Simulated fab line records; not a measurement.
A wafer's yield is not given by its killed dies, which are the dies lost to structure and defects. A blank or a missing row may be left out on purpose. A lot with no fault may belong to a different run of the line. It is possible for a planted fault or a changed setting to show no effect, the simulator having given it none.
Problem report in the 8D (eight disciplines) form, filled by code | flow gf180mcu | the parts of the form that need people (team, actions taken, sign-off) are left out

== 1. WHAT WENT WRONG ==
Across 9 wafers from 3 lots, PSD_RS at GF_PSD_RS_MEAS_15 averages 110.9 ohm/sq, while fault-free wafers read 108.6 ohm/sq with a standard deviation of 0.33. That puts it +7.1 standard deviations away from the usual mean.
The step: measures by four-point-probe.
First observed at day 17 08:57: wafer L866.3, on film metro-03. At this step, 33 wafers from 11 lots have a number in the record. By rule, "out" or "out of limits" means more than 4 standard deviations away from the usual mean. Any other wafer with a number is counted as sound.

== 2. WHAT IT IS, WHAT IT ISN'T ==
question                    | is                           | is not
which readings at this step | PSD_RS                       | -
which lots                  | L866, L867, L870             | L861, L862, L863, L864, L876, L878, L879, L880
which wafers of those lots  | all that have a number       | -
read on which gauges        | film metro-02, film metro-03 | film metro-01
when                        | from day 17 08:57            | up to then (12 sound wafers); but 12 sound wafers of L876, L878, L879, L880 came after

== 3. THE SUSPECTS, EACH WITH WHAT RULES IT OUT ==
Counting: a tool at any process step up to the reading remains a suspect when it ran all the lots that are out and ran no sound lot after the first of those.
- ruled out: the gauge at GF_PSD_RS_MEAS_15. The wafers that are out were read on 2 gauges (film metro-02, film metro-03).
- implanter-03 at GF_PSD_IMPLANT_09: ruled out as a lasting fault. The sound lots L878 went through it after L866, its earliest lot that is out (day 17 08:23).
Left after counting: nothing in the record.

== 4. THE CAUSE (what the simulator had put in) ==
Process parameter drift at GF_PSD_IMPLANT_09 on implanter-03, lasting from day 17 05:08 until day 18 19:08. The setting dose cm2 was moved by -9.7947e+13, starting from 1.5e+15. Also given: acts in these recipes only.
It was ruled out by counting, in error; the rule expects a fault to strike all lots run on its tool from its start on, and this fault did not.

== 5. THE EFFECT CHAIN, in route order ==
Each row: a reading whose mean over the struck wafers that have a number lies more than 3 standard deviations from the usual. Readings are gone through only where the record gives a usual standard deviation; hours: the median, over the lots, of the time from a lot's start at the first step in this table giving one to that lot's start at this step; sigmas: the change measured in usual standard deviations.
hours | step              | reading                  | usual        | on struck wafers | change   | sigmas
0     | GF_PSD_IMPLANT_09 | dose ions cm2            | 1.5e+15      | 1.4e+15          | -9.7e+13 | -54
0     | GF_PSD_STRIP_10   | strip time to endpoint s | 16.51 s      | 16.32            | -0.19    | -5.8
1     | GF_PSD_RS_MEAS_15 | PSD_RS                   | 108.6 ohm/sq | 110.9            | +2.3     | +7.1
Its process steps:
- GF_PSD_IMPLANT_09
- GF_PSD_STRIP_10: strips in O2/N2.

== 6. HOW IT WOULD HAVE BEEN CAUGHT EARLIER ==
4 hours passed between the start of the fault at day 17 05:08 and the first reading out of limits at a measuring or inspecting step in this record, taken at day 17 08:57.
The tool's own readings at GF_PSD_IMPLANT_09 were out on every struck wafer that the step has a row for (dose ions cm2): an alarm limit on them would have fired on the first of those.
